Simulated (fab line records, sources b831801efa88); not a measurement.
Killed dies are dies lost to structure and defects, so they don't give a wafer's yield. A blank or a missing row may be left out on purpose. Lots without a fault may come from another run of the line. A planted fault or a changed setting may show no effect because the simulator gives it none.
Problem report in the 8D (eight disciplines) form, filled by code | flow sfq_line | the parts of the form that need people (team, actions taken, sign-off) are left out

1. THE PROBLEM
oes_product_au at SFQ_TRILAYER_M6_BARC_OPEN_METAL_ETCH_206 reads a mean of 0.749 a.u. on 4 wafers of 3 lots; wafers without a fault read 0.685 a.u. with a standard deviation of 0.0046. That is +14 standard deviations from the usual mean.
The step: etches BARC in O2, target depth 125 nm, time 41.7 s.
First seen on wafer L245.1, day 58 13:56, on rie_metal-04. The record holds 44 wafers of 15 lots with a number at this step. Rule for "out", or "out of limits": more than 4 standard deviations from the usual mean. The other wafers with a number count as sound.

2. WHAT IT IS AND WHAT IT IS NOT
question                    | is                             | is not
which readings at this step | oes_product_au, run_length_s   | drypump_motor_current_A
which lots                  | L245, L246, L248               | L238, L239, L241, L243, L244, L254, L255, L256, L257, L258, L259, L261
which wafers of those lots  | L245.1, L245.6, L246.1, L248.1 | L245.3, L246.2, L246.4, L248.4
read on which tools         | rie_metal-04                   | rie_metal-01, rie_metal-02
when                        | from day 58 13:56              | up to then (16 sound wafers); but 24 sound wafers of L246, L248, L254, L255, L256, L257, L258, L259, L261 came after

3. SUSPECTS, AND WHAT RULES EACH OUT
Counting: a tool at a process step up to the reading stays a suspect if it ran every lot that is out. Sound lots after the first of them don't rule it out here, since some wafers of a struck lot are sound.
- rie_metal-04 at SFQ_TRILAYER_M6_BARC_OPEN_METAL_ETCH_206 (etches BARC in O2, target depth 125 nm, time 41.7 s): kept. It ran every lot that is out, first L245 (day 58 13:56); its last sound lot up to then is L243 (day 58 05:34). Its own readings are out on those wafers: oes_product_au, run_length_s.
Left after counting: rie_metal-04 at SFQ_TRILAYER_M6_BARC_OPEN_METAL_ETCH_206.

4. THE CAUSE (what the simulator had put in)
Process parameter drift: rie_metal-04, from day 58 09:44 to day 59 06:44, at SFQ_TRILAYER_M6_BARC_OPEN_METAL_ETCH_206. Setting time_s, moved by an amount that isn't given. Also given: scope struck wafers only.
Counting left only this tool.

5. THE CHAIN OF EFFECTS, in route order
Each row: a reading whose mean over the struck wafers that have a number lies more than 3 standard deviations from the usual. Only readings for which the record gives a usual standard deviation are gone through. hours: the time from each lot's start at the first step in this table that gives one to its start at this step, as a median over the lots. sigmas: the change in usual standard deviations.
hours | step                                     | reading        | usual      | on struck wafers | change | sigmas
0     | SFQ_TRILAYER_M6_BARC_OPEN_METAL_ETCH_206 | oes_product_au | 0.685 a.u. | 0.749            | +0.064 | +14
0     | SFQ_TRILAYER_M6_BARC_OPEN_METAL_ETCH_206 | run_length_s   | 70.3 s     | 65.3             | -5.0   | -6.8
The process steps in it:
- SFQ_TRILAYER_M6_BARC_OPEN_METAL_ETCH_206: etches BARC in O2, target depth 125 nm, time 41.7 s.
Readings that are blank on the struck wafers while sound wafers have them: rf_fwd_power_W at SFQ_TRILAYER_M6_BARC_OPEN_METAL_ETCH_206.

6. WHAT WOULD HAVE CAUGHT IT SOONER
In this record the first reading out of limits was taken at day 58 13:56, 4 hours after the fault began at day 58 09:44.
